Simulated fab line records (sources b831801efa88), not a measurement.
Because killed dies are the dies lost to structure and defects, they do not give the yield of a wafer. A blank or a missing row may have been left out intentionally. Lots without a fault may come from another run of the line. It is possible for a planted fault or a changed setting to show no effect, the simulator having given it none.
Matching of chambers + flow gf180mcu + GF_V1_CVD_02 on pecvd-03: 3 sister chambers
The step deposits SiO2 from TEOS, target thk 850 nm, time 94.851 s. 16 wafers are shown with their chamber, then 8 later ones without.

## WAFERS WITH THEIR CHAMBER
| wafer  | chamber | heater_power_w (W) | heater_power_outer_w (W) |
|--------|---------|--------------------|--------------------------|
| L588.1 | 1       | 815                | 452                      |
| L588.5 | 0       | 783                | 463                      |
| L588.6 | 2       | 472                | 272                      |
| L589.2 | 2       | 511                | 320                      |
| L589.3 | 1       | 805                | 443                      |
| L589.4 | 1       | 846                | 472                      |
| L590.1 | 2       | 509                | 314                      |
| L590.2 | 0       | 756                | 458                      |
| L590.3 | 1       | 740                | 395                      |
| L592.3 | 1       | 814                | 459                      |
| L592.4 | 2       | 503                | 305                      |
| L592.5 | 0       | 744                | 468                      |
| L593.1 | 0       | 714                | 438                      |
| L593.4 | 0       | 765                | 462                      |
| L593.6 | 2       | 387                | 229                      |
| L594.1 | 2       | 484                | 289                      |

SIGNATURES, as means of the wafers listed above
| reading              | chamber 0 | chamber 1 | chamber 2 | scatter within a chamber |
|----------------------|-----------|-----------|-----------|--------------------------|
| heater_power_w       | 752.40    | 804.00    | 477.67    | 39                       |
| heater_power_outer_w | 457.80    | 444.20    | 288.17    | 27.4                     |
Rule: a wafer lies at a distance from a chamber equal to the root of the sum of squares, over the readings, of (its reading less the chamber's mean, divided by the reading's scatter). The wafer belongs to the nearest chamber; if the next one is less than 2 further off, it can't be placed. The scatter: take each reading less its chamber's mean, square it, sum over the shown wafers, divide by the number of wafers less the number of chambers, and take the root.

## WAFERS WHOSE CHAMBER IS MISSING
| wafer  | heater_power_w (W) | heater_power_outer_w (W) |
|--------|--------------------|--------------------------|
| L594.2 | 762                | 419                      |
| L594.4 | 813                | 466                      |
| L597.1 | 424                | 241                      |
| L597.3 | 757                | 420                      |
| L597.4 | 791                | 447                      |
| L606.1 | 708                | 392                      |
| L606.3 | 615                | 366                      |
| L606.5 | 691                | 416                      |

## THE CHAMBER EACH PASSED THROUGH
| wafer  | from the rows above          | in truth |
|--------|------------------------------|----------|
| L594.2 | can't be placed: 1 or 0      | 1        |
| L594.4 | can't be placed: 1 or 0      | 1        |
| L597.1 | 2                            | 2        |
| L597.3 | can't be placed: 0 or 1      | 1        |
| L597.4 | can't be placed: 1 or 0      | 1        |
| L606.1 | can't be placed: 0 or 1      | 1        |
| L606.3 | can't be placed: 2 or 0 or 1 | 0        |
| L606.5 | can't be placed: 0 or 1      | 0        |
Placed correctly: 1 of 8. Cannot be placed on the basis of these rows: 7; the candidates contain the true chamber in 7. Placed wrongly: 0.
